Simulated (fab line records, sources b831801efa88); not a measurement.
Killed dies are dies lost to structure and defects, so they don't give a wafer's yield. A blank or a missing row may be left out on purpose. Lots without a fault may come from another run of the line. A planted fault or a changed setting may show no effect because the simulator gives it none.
Which tool did it? | flow sky130 | 13 lots, 39 wafers sampled, at 3 steps of a route of 708

WHAT THE GAUGES READ, wafer by wafer
SKY_SD_N_TW_MEAS_12. Usual: SD_N_TW 4030, standard deviation 39.
lot  | measured     | on            | SD_N_TW        | flag
L137 | day 27 17:32 | film_metro-02 | 4044 4049 4037 |
L138 | day 28 04:05 | film_metro-01 | 4043 4047 4051 |
L139 | day 28 10:51 | film_metro-03 | 4021 3990 4013 |
L140 | day 28 23:55 | film_metro-02 | 4070 4074 4077 |
L141 | day 29 12:30 | film_metro-02 | 4094 4062 4066 |
L146 | day 31 14:42 | film_metro-01 | 4011 4024 4007 |
L147 | day 31 15:08 | film_metro-01 | 4042 4020 4023 |
L148 | day 32 00:06 | film_metro-01 | 4049 4050 4049 |
L153 | day 33 09:26 | film_metro-01 | 4042 4060 4027 |
L155 | day 34 04:50 | film_metro-03 | 3969 3973 4003 |
L156 | day 34 16:32 | film_metro-03 | 3997 3998 3996 |
L160 | day 35 07:36 | film_metro-03 | 3941 3943 3951 |
L159 | day 35 09:33 | film_metro-02 | 4094 4092 4049 |

SKY_SD_N_RS_MEAS_16: measures by four-point-probe. Usual: SD_N_RS 68.58 ohm/sq, standard deviation 0.14.
lot  | measured     | on            | SD_N_RS (ohm/sq)  | flag
L137 | day 27 17:50 | film_metro-03 | 68.45 68.34 68.50 |
L138 | day 28 04:23 | film_metro-03 | 68.48 68.54 68.47 |
L139 | day 28 11:08 | film_metro-02 | 68.74 68.65 68.72 |
L140 | day 29 00:12 | film_metro-03 | 68.49 68.61 68.42 |
L141 | day 29 12:47 | film_metro-01 | 68.72 68.60 68.50 |
L146 | day 31 14:59 | film_metro-03 | 68.77 68.66 68.57 |
L147 | day 31 15:25 | film_metro-02 | 68.68 68.73 68.67 |
L148 | day 32 00:23 | film_metro-03 | 68.39 68.36 68.51 |
L153 | day 33 09:46 | film_metro-02 | 68.84 68.65 68.80 |
L155 | day 34 05:08 | film_metro-01 | 68.51 68.52 68.60 |
L156 | day 34 16:49 | film_metro-02 | 68.68 68.50 68.53 |
L160 | day 35 07:53 | film_metro-03 | 68.45 68.42 68.53 |
L159 | day 35 09:53 | film_metro-03 | 68.38 68.44 68.30 |

WHICH TOOL RAN EACH LOT (tool, then ch and the chambers of the sampled wafers, then the start)
lot  | SKY_SD_N_RTA_14
L137 | rtp_anneal-02 ch 0, day 27 17:38
L138 | rtp_anneal-01 ch 0, day 28 04:11
L139 | rtp_anneal-02 ch 0, day 28 10:58
L140 | rtp_anneal-01 ch 0, day 29 00:01
L141 | rtp_anneal-02 ch 0, day 29 12:37
L146 | rtp_anneal-01 ch 0, day 31 14:49
L147 | rtp_anneal-02 ch 0, day 31 15:15
L148 | rtp_anneal-01 ch 0, day 32 00:13
L153 | rtp_anneal-02 ch 0, day 33 09:33
L155 | rtp_anneal-02 ch 0, day 34 04:56
L156 | rtp_anneal-01 ch 0, day 34 16:39
L160 | rtp_anneal-02 ch 0, day 35 07:43
L159 | rtp_anneal-01 ch 0, day 35 09:43
- SKY_SD_N_RTA_14: time 2 s.

WHAT THE TOOLS THEMSELVES READ (means of the sampled wafers that have a number; where no wafer has one, the mark that the record gives instead)
SKY_SD_N_RTA_14. Usual: lamp_power_pct 15.73 %, standard deviation 0.052; wafer_temp_C_max 1078.0, standard deviation 1.4.
lot  | tool          | lamp_power_pct (%) | wafer_temp_C_max | flag
L137 | rtp_anneal-02 | 15.70              | 1077.4           |
L138 | rtp_anneal-01 | 15.74              | 1078.7           |
L139 | rtp_anneal-02 | 15.78              | 1077.0           |
L140 | rtp_anneal-01 | 15.73              | 1078.5           |
L141 | rtp_anneal-02 | 15.68              | 1077.7           |
L146 | rtp_anneal-01 | 15.77              | 1079.6           |
L147 | rtp_anneal-02 | 15.77              | 1077.8           |
L148 | rtp_anneal-01 | 15.74              | 1077.4           |
L153 | rtp_anneal-02 | 15.77              | 1077.9           |
L155 | rtp_anneal-02 | 15.70              | 1078.7           |
L156 | rtp_anneal-01 | 15.77              | 1077.4           |
L160 | rtp_anneal-02 | 15.76              | 1078.6           |
L159 | rtp_anneal-01 | 15.75              | 1077.4           |

THE ANSWER, worked out from the rows above alone
Rule: a lot is off if the mean of its wafers that have a number lies more than 3 standard deviations from the usual mean. A lot without any number at a reading at which 4 lots or more have one is off too. The other lots that the step has rows for count as sound. The gauges are gone through in route order, then the tools' own readings, and for those a lot's mean is taken as printed above. The first step at which some lot is off is used, and at that step the reading that is off furthest; a lot without a number counts as furthest.
No lot is off at any reading shown: from this, nothing can be told.

WHAT THE SIMULATOR HAD PUT IN
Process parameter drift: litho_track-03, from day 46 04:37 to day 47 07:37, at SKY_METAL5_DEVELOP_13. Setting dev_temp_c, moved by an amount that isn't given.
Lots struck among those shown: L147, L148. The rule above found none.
